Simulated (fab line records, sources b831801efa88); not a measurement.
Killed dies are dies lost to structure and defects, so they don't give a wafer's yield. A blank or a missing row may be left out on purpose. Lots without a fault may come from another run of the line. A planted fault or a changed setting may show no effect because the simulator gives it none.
A struck lot beside a sound one | flow sky130 | 35 steps out of a route of 708
Sound: wafers L364.1, L364.3, L364.5. Struck: wafers L370.2, L370.3, L370.5. The cause comes at the end.
At each step with rows: each side's tool, then ch and its chambers, then its first start. Under that, the readings that differ: sound wafers | struck wafers | difference of the means | sigmas: that difference in standard deviations of wafers without a fault.
alike: readings whose means differ by less than 2 such deviations, and words and numbers that are the same on both sides. not compared: withheld readings, readings that some wafer has no value for, bounds like >300 that may hide the same value, and numbers for which the record gives no deviation and whose values overlap.
The two part at a step that has a row with sigmas, a row that says differs or no value, or rows on one side only. Numbers that don't overlap but have no deviation are shown without sigmas and don't part them. A reading that every wafer of one side lacks parts them only if that side has two wafers or more.

first, 10 steps without rows for these wafers: SKY_METAL2_DEHYDRATE_07 (time 60 s); SKY_METAL2_HMDS_08 (prime time 60 s); SKY_METAL2_COAT_09 (resist thk 60 nm); SKY_METAL2_COAT_10 (resist thk 450 nm); SKY_METAL2_SOFTBAKE_11 (time 90 s); SKY_METAL2_EXPOSE_12 (exposes mask MM2, target cd 140 nm); SKY_METAL2_PEB_13; SKY_METAL2_DEVELOP_14 (develop time 60 s); SKY_METAL2_DESCUM_17 (chemistry O2, time 8 s); SKY_METAL2_ETCH_18 (etches BARC in N2/H2, stops on SiO2, time 45.9 s, target depth 60 nm).
SKY_METAL2_METAL_ETCH_19: etches the open film in Cl2/BCl3, stops on SiO2, target depth 360 nm, time 78 s.
  sound on rie_metal-01 ch 0,1, day 37 18:27; struck on rie_metal-01 ch 1, day 39 17:27
  alike: bcl3_flow_sccm, drypump_motor_current_A, oes_product_au, throttle_valve_pct
  not compared: rf_hours_counter_h
then, 23 steps without rows for these wafers: SKY_METAL2_STRIP_20 (strips in O2/N2); SKY_METAL2_STRIP_21 (strips in post etch residue remover, time 1200 s); SKY_METAL2_CLEAN_22 (cleans in IPA, time 180 s); SKY_METAL2_CLEAN_23 (cleans in O3/DIW); SKY_VIA2_HDPCVD_00 (deposits SiO2, target thk 1180 nm, time 196.7 s); SKY_VIA2_CMP_02 (polishes SiO2); SKY_VIA2_DEHYDRATE_04 (time 60 s); SKY_VIA2_HMDS_05 (prime time 60 s); SKY_VIA2_COAT_06 (resist thk 60 nm); SKY_VIA2_COAT_07 (resist thk 450 nm); SKY_VIA2_SOFTBAKE_08 (time 90 s); SKY_VIA2_EXPOSE_09 (exposes mask VIM2, target cd 200 nm); SKY_VIA2_PEB_10; SKY_VIA2_DEVELOP_11 (develop time 60 s); SKY_VIA2_ETCH_14 (etches BARC in N2/H2, stops on SiO2, time 45.9 s, target depth 60 nm); SKY_VIA2_ETCH_15 (etches SiO2 in C4F8/O2/Ar, stops on TiN, target depth 546 nm, time 84 s); SKY_VIA2_STRIP_16 (strips in O2/N2); SKY_VIA2_STRIP_17 (strips in post etch residue remover, time 1200 s); SKY_VIA2_CLEAN_18 (cleans in IPA, time 180 s); SKY_VIA2_CLEAN_19 (cleans in O3/DIW); SKY_VIA2_SPUTTER_20 (material TiN, target thk 20 nm, time 80 s); SKY_VIA2_CVD_21 (deposits W, target thk 420 nm, time 126.4 s); SKY_VIA2_CMP_24 (polishes, stops on SiO2, t overpolish 20 s, target thk 0 nm).
-- the record jumps here: 10 days lie between the struck wafers' starts before and after (it left off in module VIA2 and takes up again in module PAD_OPEN, whose first step shown is number 708 of the route) --
SKY_PAD_OPEN_PROBE_99:
  sound on prober-01, day 47 20:09; struck on prober-01, day 49 06:58
  reading                               | sound              | struck            | difference | sigmas
  defect_limited_yield (%)              | 81.3 82.9 82.7     | 71.1 69.5 75.0    | -10.4      | -5
  killed_at_M0_to_M3                    | 50 57 49           | 89 109 91         | +44        | +6
  killed_dies                           | 92 84 85           | 142 150 123       | +51        | +5
  sort_bin_3_pad_short (%)              | 0.4 0.8 0.8        | 3.3 3.3 2.8       | +2.5       | +6
  sort_bin_5_function (%)               | 10.0 10.2 10.4     | 17.7 20.3 16.1    | +7.8       | +6
  sort_n_pass                           | 400 408 407        | 350 342 369       | -51        | -5
  sort_yield_pct (%)                    | 81.3 82.9 82.7     | 71.1 69.5 75.0    | -10.4      | -5
  model.etest.tester.sort_n_pass        | 400 408 407        | 350 342 369       | -51        |
  model.etest.tester.sort_yield_pct (%) | 81.3 82.93 82.72   | 71.14 69.51 75    | -10.43     |
  model.etest.tester.sort_bin_5_pct (%) | 9.959 10.16 10.37  | 17.68 20.33 16.06 | +7.86      |
  model.etest.tester.sort_bin_3_pct (%) | 0.4065 0.813 0.813 | 3.252 3.252 2.846 | +2.439     |
  alike: killed_at_M4_up, killed_at_contacts, killed_at_front_end, killed_at_other, killed_open, killed_short, sort_bin_6_memory

WHERE THEY PART
Only at SKY_PAD_OPEN_PROBE_99, within this record.

WHY: what the simulator had put in
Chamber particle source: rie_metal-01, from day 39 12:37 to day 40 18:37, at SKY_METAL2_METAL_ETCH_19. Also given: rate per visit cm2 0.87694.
